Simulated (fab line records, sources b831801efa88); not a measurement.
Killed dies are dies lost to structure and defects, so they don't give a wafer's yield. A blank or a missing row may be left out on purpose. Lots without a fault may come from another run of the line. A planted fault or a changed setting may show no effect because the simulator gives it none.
Which tool did it? | flow sky130 | 12 lots, 36 wafers sampled, at 4 steps of a route of 708

WHAT THE GAUGES READ, wafer by wafer
SKY_LDD_P_OVL_MEAS_08. Usual: LDD_P_OVL -0.7 nm, standard deviation 1.2.
lot  | measured     | on         | LDD_P_OVL (nm) | flag
L560 | day 19 08:25 | overlay-01 | -0.5 -1.8 -1.5 |
L561 | day 19 12:26 | overlay-01 | -1.1 -1.6 -0.6 |
L564 | day 20 15:55 | overlay-01 | 0.0 -0.6 -0.6  |
L568 | day 22 09:25 | overlay-01 | -1.2 -1.7 -1.1 |
L571 | day 23 08:01 | overlay-02 | 0.7 -0.2 0.9   |
L572 | day 23 15:16 | overlay-01 | -2.4 -1.2 -2.2 |
L574 | day 24 12:04 | overlay-02 | -1.2 -1.4 -0.6 |
L577 | day 25 02:28 | overlay-02 | 0.0 -1.8 -1.1  |
L578 | day 25 17:13 | overlay-01 | -1.0 -1.1 -1.5 |
L580 | day 26 07:49 | overlay-02 | -0.8 0.4 -1.7  |
L581 | day 26 19:13 | overlay-02 | -0.6 -0.2 -0.1 |
L582 | day 27 02:38 | overlay-01 | 0.0 0.4 -1.5   |

SKY_LDD_HVN_TW_MEAS_10. Usual: LDD_HVN_TW 1433, standard deviation 12.
lot  | measured     | on            | LDD_HVN_TW                    | flag
L560 | day 20 15:23 | film_metro-01 | 1437 1436 1435                |
L561 | day 20 19:44 | film_metro-01 | 1440 1440 1445                |
L564 | day 21 23:11 | film_metro-04 | 1414 1419 1405                |
L568 | day 23 16:58 | film_metro-01 | 1374 1367 1371 1377 1370 1379 | OFF
L571 | day 24 14:50 | film_metro-04 | 1341 1346 1335 1344 1338 1332 | OFF
L572 | day 24 22:38 | film_metro-01 | 1440 1440 1442                |
L574 | day 25 18:29 | film_metro-02 | 1440 1451 1453                |
L577 | day 26 08:29 | film_metro-02 | 1436 1439 1434                |
L578 | day 26 23:32 | film_metro-02 | 1436 1435 1436                |
L580 | day 27 13:44 | film_metro-01 | 1434 1440 1425                |
L581 | day 28 00:14 | film_metro-02 | 1423 1416 1417                |
L582 | day 28 07:00 | film_metro-04 | 1407 1413 1418                |

WHICH TOOL RAN EACH LOT (tool, then ch and the chambers of the sampled wafers, then the start)
lot  | SKY_SONOS_ONO_STRIP_17               | SKY_LDD_HVN_IMPLANT_08
L560 | plasma_asher-02 ch 0,1, day 12 21:52 | implanter-01 ch 0, day 20 15:08
L561 | plasma_asher-03 ch 0,1, day 12 23:55 | implanter-02 ch 0, day 20 19:31
L564 | plasma_asher-03 ch 0,1, day 14 02:46 | implanter-02 ch 0, day 21 22:56
L568 | plasma_asher-02 ch 1, day 15 16:40   | implanter-02 ch 0, day 23 16:43
L571 | plasma_asher-02 ch 0,1, day 16 12:55 | implanter-02 ch 0, day 24 14:37
L572 | plasma_asher-04 ch 0,1, day 16 18:04 | implanter-01 ch 0, day 24 22:23
L574 | plasma_asher-02 ch 0,1, day 17 15:25 | implanter-01 ch 0, day 25 18:16
L577 | plasma_asher-03 ch 0,1, day 18 08:34 | implanter-01 ch 0, day 26 08:14
L578 | plasma_asher-04 ch 0,1, day 18 21:07 | implanter-03 ch 0, day 26 23:17
L580 | plasma_asher-03 ch 0,1, day 19 13:16 | implanter-02 ch 0, day 27 13:31
L581 | plasma_asher-02 ch 0,1, day 20 02:25 | implanter-02 ch 0, day 28 00:01
L582 | plasma_asher-04 ch 0,1, day 20 07:21 | implanter-02 ch 0, day 28 06:47
- SKY_SONOS_ONO_STRIP_17: strips in O2/N2.
- SKY_LDD_HVN_IMPLANT_08

WHAT THE TOOLS THEMSELVES READ (means of the sampled wafers that have a number; where no wafer has one, the mark that the record gives instead)
SKY_SONOS_ONO_STRIP_17. Usual: drypump_motor_current_A 5.6 A, standard deviation 0.5; oes_product_au 0.710 a.u., standard deviation 0.0046; strip_time_to_endpoint_s 14.08 s, standard deviation 0.045.
lot  | tool            | drypump_motor_current_A (A) | oes_product_au (a.u.) | strip_time_to_endpoint_s (s) | flag
L560 | plasma_asher-02 | 5.1                         | 0.711                 | 14.04                        |
L561 | plasma_asher-03 | 6.1                         | 0.708                 | 14.05                        |
L564 | plasma_asher-03 | 6.1                         | 0.712                 | 14.08                        |
L568 | plasma_asher-02 | 5.1                         | 0.710                 | 14.06                        |
L571 | plasma_asher-02 | 5.2                         | 0.707                 | 14.09                        |
L572 | plasma_asher-04 | 5.2                         | 0.713                 | 14.13                        |
L574 | plasma_asher-02 | 5.2                         | 0.713                 | 14.10                        |
L577 | plasma_asher-03 | 6.1                         | 0.706                 | 14.04                        |
L578 | plasma_asher-04 | 5.7                         | 0.709                 | 14.08                        |
L580 | plasma_asher-03 | 6.0                         | 0.714                 | 14.02                        |
L581 | plasma_asher-02 | 5.2                         | 0.703                 | 14.14                        |
L582 | plasma_asher-04 | 5.7                         | 0.716                 | 14.06                        |

SKY_LDD_HVN_IMPLANT_08. Usual: beam_energy_keV 60.000, standard deviation 0.022.
lot  | tool         | beam_energy_keV | flag
L560 | implanter-01 | 59.992          |
L561 | implanter-02 | 60.004          |
L564 | implanter-02 | 59.984          |
L568 | implanter-02 | 48.920          | OFF
L571 | implanter-02 | 48.934          | OFF
L572 | implanter-01 | 60.019          |
L574 | implanter-01 | 60.009          |
L577 | implanter-01 | 60.032          |
L578 | implanter-03 | 60.014          |
L580 | implanter-02 | 60.009          |
L581 | implanter-02 | 59.955          |
L582 | implanter-02 | 59.990          |

THE ANSWER, worked out from the rows above alone
Rule: a lot is off if the mean of its wafers that have a number lies more than 3 standard deviations from the usual mean. A lot without any number at a reading at which 4 lots or more have one is off too. The other lots that the step has rows for count as sound. The gauges are gone through in route order, then the tools' own readings, and for those a lot's mean is taken as printed above. The first step at which some lot is off is used, and at that step the reading that is off furthest; a lot without a number counts as furthest.
Off: L568, L571, at SKY_LDD_HVN_TW_MEAS_10 (LDD_HVN_TW).
A tool fits if, at a process step before that reading, it ran every lot that is off, and no sound lot after the first of them. The gauges at SKY_LDD_HVN_TW_MEAS_10 aren't tried: what is off there is off at SKY_LDD_HVN_IMPLANT_08 too, on other tools, and a gauge's error can't cause that. None of those tried fits.

WHAT THE SIMULATOR HAD PUT IN
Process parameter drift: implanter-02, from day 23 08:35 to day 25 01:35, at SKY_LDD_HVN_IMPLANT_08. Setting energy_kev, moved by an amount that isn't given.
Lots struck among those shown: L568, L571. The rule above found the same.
